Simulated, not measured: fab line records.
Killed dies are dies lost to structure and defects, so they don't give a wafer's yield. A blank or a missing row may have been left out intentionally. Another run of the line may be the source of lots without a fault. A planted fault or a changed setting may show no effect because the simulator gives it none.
Split-lot experiment || flow sfq_line || route with 325 steps; 5 lots, 27 wafers read

ON THE SPLIT
At SFQ_TRILAYER_I4_DEP_PECVD_099 (deposits SiO2 from SiH4/N2O, time 111.11 s, target thk 500 nm), the setting time_s was moved away from the recipe's 111.11 s on 9 of the 27 wafers read, by +20.8% to +44.4%. All remaining wafers had this setting at the recipe value.

The split's own step is where the reading is taken.

THE READING
SiO2_of_TRILAYER_I4_DEP_PECVD_099.thk_nm (the simulator's own value, which no gauge read), in nm, at SFQ_TRILAYER_I4_DEP_PECVD_099 (deposits SiO2 from SiH4/N2O, time 111.11 s, target thk 500 nm). The file does not state a usual value for it. Across the 18 wafers here that went through the recipe, the average is 494.1 nm and the standard deviation 7.6 nm.

{"wafer": "L075.1", "tool, chamber at the split": "pecvd-01, 0", "time_s as run, s": 111.11, "against the recipe": "recipe", "SiO2_of_TRILAYER_I4_DEP_PECVD_099.thk_nm, nm": 492.6, "against lot-mates on the recipe": "-"}
{"wafer": "L075.2", "tool, chamber at the split": "pecvd-01, 2", "time_s as run, s": 111.11, "against the recipe": "recipe", "SiO2_of_TRILAYER_I4_DEP_PECVD_099.thk_nm, nm": 497.1, "against lot-mates on the recipe": "-"}
{"wafer": "L075.3", "tool, chamber at the split": "pecvd-01, 1", "time_s as run, s": 111.11, "against the recipe": "recipe", "SiO2_of_TRILAYER_I4_DEP_PECVD_099.thk_nm, nm": 500.3, "against lot-mates on the recipe": "-"}
{"wafer": "L077.1", "tool, chamber at the split": "pecvd-01, 1", "time_s as run, s": 159, "against the recipe": "+43.1%", "SiO2_of_TRILAYER_I4_DEP_PECVD_099.thk_nm, nm": 707.8, "against lot-mates on the recipe": "+209.3"}
{"wafer": "L077.2", "tool, chamber at the split": "pecvd-01, 2", "time_s as run, s": 111.11, "against the recipe": "recipe", "SiO2_of_TRILAYER_I4_DEP_PECVD_099.thk_nm, nm": 489.1, "against lot-mates on the recipe": "-"}
{"wafer": "L077.3", "tool, chamber at the split": "pecvd-01, 0", "time_s as run, s": 159, "against the recipe": "+43.1%", "SiO2_of_TRILAYER_I4_DEP_PECVD_099.thk_nm, nm": 709.9, "against lot-mates on the recipe": "+211.4"}
{"wafer": "L077.4", "tool, chamber at the split": "pecvd-01, 2", "time_s as run, s": 111.11, "against the recipe": "recipe", "SiO2_of_TRILAYER_I4_DEP_PECVD_099.thk_nm, nm": 507.2, "against lot-mates on the recipe": "-"}
{"wafer": "L077.5", "tool, chamber at the split": "pecvd-01, 0", "time_s as run, s": 111.11, "against the recipe": "recipe", "SiO2_of_TRILAYER_I4_DEP_PECVD_099.thk_nm, nm": 499.2, "against lot-mates on the recipe": "-"}
{"wafer": "L077.6", "tool, chamber at the split": "pecvd-01, 1", "time_s as run, s": 159, "against the recipe": "+43.1%", "SiO2_of_TRILAYER_I4_DEP_PECVD_099.thk_nm, nm": 716, "against lot-mates on the recipe": "+217.5"}
{"wafer": "L079.1", "tool, chamber at the split": "pecvd-02, 1", "time_s as run, s": 111.11, "against the recipe": "recipe", "SiO2_of_TRILAYER_I4_DEP_PECVD_099.thk_nm, nm": 486.3, "against lot-mates on the recipe": "-"}
{"wafer": "L079.2", "tool, chamber at the split": "pecvd-02, 2", "time_s as run, s": 111.11, "against the recipe": "recipe", "SiO2_of_TRILAYER_I4_DEP_PECVD_099.thk_nm, nm": 484.1, "against lot-mates on the recipe": "-"}
{"wafer": "L079.3", "tool, chamber at the split": "pecvd-02, 0", "time_s as run, s": 111.11, "against the recipe": "recipe", "SiO2_of_TRILAYER_I4_DEP_PECVD_099.thk_nm, nm": 481.8, "against lot-mates on the recipe": "-"}
{"wafer": "L079.4", "tool, chamber at the split": "pecvd-02, 1", "time_s as run, s": 111.11, "against the recipe": "recipe", "SiO2_of_TRILAYER_I4_DEP_PECVD_099.thk_nm, nm": 498.6, "against lot-mates on the recipe": "-"}
{"wafer": "L079.5", "tool, chamber at the split": "pecvd-02, 2", "time_s as run, s": 111.11, "against the recipe": "recipe", "SiO2_of_TRILAYER_I4_DEP_PECVD_099.thk_nm, nm": 494.7, "against lot-mates on the recipe": "-"}
{"wafer": "L079.6", "tool, chamber at the split": "pecvd-02, 0", "time_s as run, s": 111.11, "against the recipe": "recipe", "SiO2_of_TRILAYER_I4_DEP_PECVD_099.thk_nm, nm": 485.3, "against lot-mates on the recipe": "-"}
{"wafer": "L081.1", "tool, chamber at the split": "pecvd-02, 2", "time_s as run, s": 111.11, "against the recipe": "recipe", "SiO2_of_TRILAYER_I4_DEP_PECVD_099.thk_nm, nm": 487.6, "against lot-mates on the recipe": "-"}
{"wafer": "L081.2", "tool, chamber at the split": "pecvd-02, 1", "time_s as run, s": 111.11, "against the recipe": "recipe", "SiO2_of_TRILAYER_I4_DEP_PECVD_099.thk_nm, nm": 492.6, "against lot-mates on the recipe": "-"}
{"wafer": "L081.3", "tool, chamber at the split": "pecvd-02, 0", "time_s as run, s": 111.11, "against the recipe": "recipe", "SiO2_of_TRILAYER_I4_DEP_PECVD_099.thk_nm, nm": 488.7, "against lot-mates on the recipe": "-"}
{"wafer": "L081.4", "tool, chamber at the split": "pecvd-02, 0", "time_s as run, s": 160.4, "against the recipe": "+44.4%", "SiO2_of_TRILAYER_I4_DEP_PECVD_099.thk_nm, nm": 725.3, "against lot-mates on the recipe": "+235.7"}
{"wafer": "L081.5", "tool, chamber at the split": "pecvd-02, 1", "time_s as run, s": 160.4, "against the recipe": "+44.4%", "SiO2_of_TRILAYER_I4_DEP_PECVD_099.thk_nm, nm": 727.7, "against lot-mates on the recipe": "+238.1"}
{"wafer": "L081.6", "tool, chamber at the split": "pecvd-02, 2", "time_s as run, s": 160.4, "against the recipe": "+44.4%", "SiO2_of_TRILAYER_I4_DEP_PECVD_099.thk_nm, nm": 724.6, "against lot-mates on the recipe": "+235.0"}
{"wafer": "L082.1", "tool, chamber at the split": "pecvd-01, 0", "time_s as run, s": 134.2, "against the recipe": "+20.8%", "SiO2_of_TRILAYER_I4_DEP_PECVD_099.thk_nm, nm": 599.1, "against lot-mates on the recipe": "+96.1"}
{"wafer": "L082.2", "tool, chamber at the split": "pecvd-01, 1", "time_s as run, s": 111.11, "against the recipe": "recipe", "SiO2_of_TRILAYER_I4_DEP_PECVD_099.thk_nm, nm": 502.5, "against lot-mates on the recipe": "-"}
{"wafer": "L082.3", "tool, chamber at the split": "pecvd-01, 2", "time_s as run, s": 111.11, "against the recipe": "recipe", "SiO2_of_TRILAYER_I4_DEP_PECVD_099.thk_nm, nm": 497.8, "against lot-mates on the recipe": "-"}
{"wafer": "L082.4", "tool, chamber at the split": "pecvd-01, 0", "time_s as run, s": 134.2, "against the recipe": "+20.8%", "SiO2_of_TRILAYER_I4_DEP_PECVD_099.thk_nm, nm": 612, "against lot-mates on the recipe": "+109.0"}
{"wafer": "L082.5", "tool, chamber at the split": "pecvd-01, 1", "time_s as run, s": 111.11, "against the recipe": "recipe", "SiO2_of_TRILAYER_I4_DEP_PECVD_099.thk_nm, nm": 508.6, "against lot-mates on the recipe": "-"}
{"wafer": "L082.6", "tool, chamber at the split": "pecvd-01, 2", "time_s as run, s": 134.2, "against the recipe": "+20.8%", "SiO2_of_TRILAYER_I4_DEP_PECVD_099.thk_nm, nm": 609.5, "against lot-mates on the recipe": "+106.5"}

FIT RESULTS
A straight line over all 27 wafers: SiO2_of_TRILAYER_I4_DEP_PECVD_099.thk_nm changes by +5.15 nm for each +1% of time_s; r = +1.00; the points scatter about the line by 7.4 nm.
The same after taking each lot's own level away (the mean of its wafers on the recipe; 27 wafers): +5.13 nm for each +1%; r = +1.00; scatter 6.6 nm.
That fit puts the effect of the largest move of time_s on the reading at 2.3e+02 nm.
Measured against the standard deviation above, the lots' own levels, which go from 488.47 to 502.97 nm, span 1.9 times it.
Consequently the slope shifts little with the lot-to-lot level, the two slopes agreeing.
Check: with one of the wafers moved furthest among these (+44.4%) left out of the fit, the line predicts +226 nm for it against its lot-mates. Against them it came out at +236 nm.

THESE WAFERS: OTHER SPLITS
Before the reading, these wafers also passed through other splits. Each is held against what the fit with the lots' levels taken away leaves over:
{"other split on the same wafers": "SFQ_TRILAYER_M0_ETCH_METAL_ETCH_024 time_s", "wafers away from the commonest value": 9, "r with SiO2_of_TRILAYER_I4_DEP_PECVD_099.thk_nm (lot level and that fit taken away)": "+0.32"}
{"other split on the same wafers": "SFQ_TRILAYER_M1_BARC_OPEN_METAL_ETCH_054 time_s", "wafers away from the commonest value": 9, "r with SiO2_of_TRILAYER_I4_DEP_PECVD_099.thk_nm (lot level and that fit taken away)": "+0.02"}
{"other split on the same wafers": "SFQ_TRILAYER_M2_DEP_SPUTTER_055 time_s", "wafers away from the commonest value": 9, "r with SiO2_of_TRILAYER_I4_DEP_PECVD_099.thk_nm (lot level and that fit taken away)": "+0.01"}
{"other split on the same wafers": "SFQ_TRILAYER_I2_DEP_PECVD_063 time_s", "wafers away from the commonest value": 9, "r with SiO2_of_TRILAYER_I4_DEP_PECVD_099.thk_nm (lot level and that fit taken away)": -0.06}
{"other split on the same wafers": "SFQ_TRILAYER_I3_DEP_PECVD_081 time_s", "wafers away from the commonest value": 6, "r with SiO2_of_TRILAYER_I4_DEP_PECVD_099.thk_nm (lot level and that fit taken away)": "+0.06"}

THE WHOLE CHAIN: every reading that the file lists as answering this split, in the file's order
{"step": "SFQ_TRILAYER_I4_DEP_PECVD_099", "what it does": "deposits SiO2 from SiH4/N2O, time 111.11 s, target thk 500 nm", "reading": "SiO2_of_TRILAYER_I4_DEP_PECVD_099.thk_nm (the simulator's own value, which no gauge read)", "change (the file's fit)": "+5.12 nm for each +1% of the setting", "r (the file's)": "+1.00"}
{"step": "SFQ_TRILAYER_I4_CMP_CMP_100", "what it does": "polishes SiO2", "reading": "time_to_endpoint_s", "change (the file's fit)": "withheld for each +1% of the setting", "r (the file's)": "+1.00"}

THE FILE'S OWN FIT
SiO2_of_TRILAYER_I4_DEP_PECVD_099.thk_nm changes by +5.12 nm for each +1% of time_s, r = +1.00.
